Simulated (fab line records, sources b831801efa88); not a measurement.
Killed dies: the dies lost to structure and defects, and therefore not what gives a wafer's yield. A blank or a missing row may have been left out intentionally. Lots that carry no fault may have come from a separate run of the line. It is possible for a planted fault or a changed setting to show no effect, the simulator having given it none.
A single fault, viewed from 2 desks	flow sky130	every desk sees just its own numbers, and what lay behind them comes last

== TOOL OWNER'S DESK, hdpcvd-01 ==
The tool's own readings at SKY_FIELD_ISO_CVD_24 (deposits SiO2, target thk 595 nm, time 99.2 s): means of the sampled wafers that have a number, for each lot that ran on this tool. Any lot whose mean is over 4 standard deviations away from the usual mean is out of limits and marked OUT; that distance is given in the brackets.
Columns: A = susceptor-temp-C at SKY_FIELD_ISO_CVD_24, usual 650.0 C
lot	first seen here	A
L902	day 2 07:01	650.1
L905	day 2 23:20	650.1
L912	day 4 11:58	650.0
L916	day 5 08:23	649.9
L918	day 5 18:07	650.0
L919	day 6 01:49	649.9
Finding of this desk: none of the 6 lots has anything out of limits.

== AT THE METROLOGY DESK ==
What the gauges read for every lot (on any tool): the sampled wafers with a number, averaged. Any lot whose mean is over 4 standard deviations away from the usual mean is out of limits and marked OUT; that distance is given in the brackets.
Columns: A = INCOMING_BOW at SKY_FIELD_ISO_BOW_MEAS_00, usual 0 um; B = FIELD_ISO_CVD_03_THK at SKY_FIELD_ISO_THK_MEAS_04, usual 164.2 nm; C = FIELD_ISO_CVD_24_THK at SKY_FIELD_ISO_THK_MEAS_25, usual 594 nm
lot	first seen here	A	B	C
L902	day 1 10:00	7	164.8	592
L905	day 2 01:01	-0	164.7	591
L906	day 2 06:00	-2	165.7	596
L907	day 2 11:00	10	161.7	598
L909	day 2 21:02	6	166.7	593
L911	day 3 07:01	0	165.1	593
L912	day 3 12:00	-9	164.9	594
L913	day 3 17:01	0	163.9	589
L916	day 4 08:01	-3	161.3	675 (+15) OUT
L918	day 4 18:02	-4	164.8	715 (+23) OUT
L919	day 4 23:04	6	163.3	684 (+17) OUT
L924	day 6 00:01	2	163.4	590
This desk finds L916, L918, L919 out of limits, with the earliest case on L916 at day 5 08:30 (FIELD_ISO_CVD_24_THK at SKY_FIELD_ISO_THK_MEAS_25). L902, L905, L906, L907, L909, L911, L912, L913, L924: within limits.

== BROUGHT TOGETHER ==
At day 5 08:30 the metrology desk could have sounded an alarm, on L916, L918, L919.
The desk of the tool owner found nothing out of limits.
Tool owner's desk: L916, L918, L919 on record, inside its limits.
Of the lots named, all ran SKY_FIELD_ISO_CVD_24 on hdpcvd-01.

== WHAT WAS PUT IN BY THE SIMULATOR ==
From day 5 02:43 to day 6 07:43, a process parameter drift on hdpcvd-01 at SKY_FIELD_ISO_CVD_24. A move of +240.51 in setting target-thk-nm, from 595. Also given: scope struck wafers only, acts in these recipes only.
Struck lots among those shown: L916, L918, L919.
Time in hours between the start of the fault and the first out-of-limits reading at each desk: metrology desk, 6.
